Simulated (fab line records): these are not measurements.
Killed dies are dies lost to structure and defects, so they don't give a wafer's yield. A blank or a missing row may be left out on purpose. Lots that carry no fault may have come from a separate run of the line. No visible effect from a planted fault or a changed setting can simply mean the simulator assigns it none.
A struck lot beside a sound one :: flow sky130 :: 14 steps out of a route of 708
Sound: these wafers, L233.3, L233.5, L233.6. The struck wafers were L236.1, L236.2, L236.4. The cause comes at the end.
Order at every step that has rows: each side's tool, ch and its chambers, its first start. Under that, the readings that differ: sound wafers :: struck wafers :: difference of the means :: sigmas: that difference in standard deviations of wafers without a fault.
alike: same words and numbers on both sides, and readings whose means sit less than 2 such deviations apart. not compared: any withheld reading, any reading some wafer has no value for, any bound like >300 that may hide the same value, and any number with overlapping values for which the record gives no deviation.
A row with sigmas, a row that says differs or no value, or rows on one side alone: a step with any of these is where the two part. Non-overlapping numbers with no deviation appear without sigmas and do not part them. A reading that every wafer of one side lacks parts them only if that side has two wafers or more.

first, 4 steps without rows for these wafers: SKY_METAL2_STRIP_21 (strips in post etch residue remover, time 1200 s); SKY_METAL2_CLEAN_22 (cleans in IPA, time 180 s); SKY_METAL2_CLEAN_23 (cleans in O3/DIW); SKY_VIA2_HDPCVD_00 (deposits SiO2, target thk 1180 nm, time 196.7 s).
SKY_VIA2_THK_MEAS_01:
  sound on filmMetro-01, day 36 22:49; struck on filmMetro-03, day 37 20:48
  alike: VIA2_HDPCVD_THK
SKY_VIA2_CMP_02: polishes SiO2.
  sound on cmp-02 ch 2,3, day 36 22:54; struck on cmp-02 ch 0,1,2, day 37 20:52
  alike: motorCurrentA
SKY_VIA2_BOW_MEAS_03:
  sound on filmMetro-04, day 36 23:11; struck on filmMetro-01, day 37 21:10
  alike: VIA2_BOW
then, 5 steps without rows for these wafers: SKY_VIA2_DEHYDRATE_04 (time 60 s); SKY_VIA2_HMDS_05 (prime time 60 s); SKY_VIA2_COAT_06 (resist thk 60 nm); SKY_VIA2_COAT_07 (resist thk 450 nm); SKY_VIA2_SOFTBAKE_08 (time 90 s).
SKY_VIA2_EXPOSE_09: exposes mask VIM2, target cd 200 nm.
  sound on krfScanner-01 ch 0, day 37 12:59; struck on krfScanner-02, day 38 10:34
  no value came back on the struck wafers for exposureDoseMJCm2, focusOffsetNm (nm); on the sound wafers exposureDoseMJCm2 reads 37.90 37.92 37.90
  alike: mask
then, 1 step without rows for these wafers: SKY_VIA2_PEB_10.

== WHERE THEY PART ==
Within this record, at SKY_VIA2_EXPOSE_09 only.

WHY: what the simulator had put in
At SKY_VIA2_EXPOSE_09, the step was skipped entirely on krfScanner-02 from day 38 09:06 on. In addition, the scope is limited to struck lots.
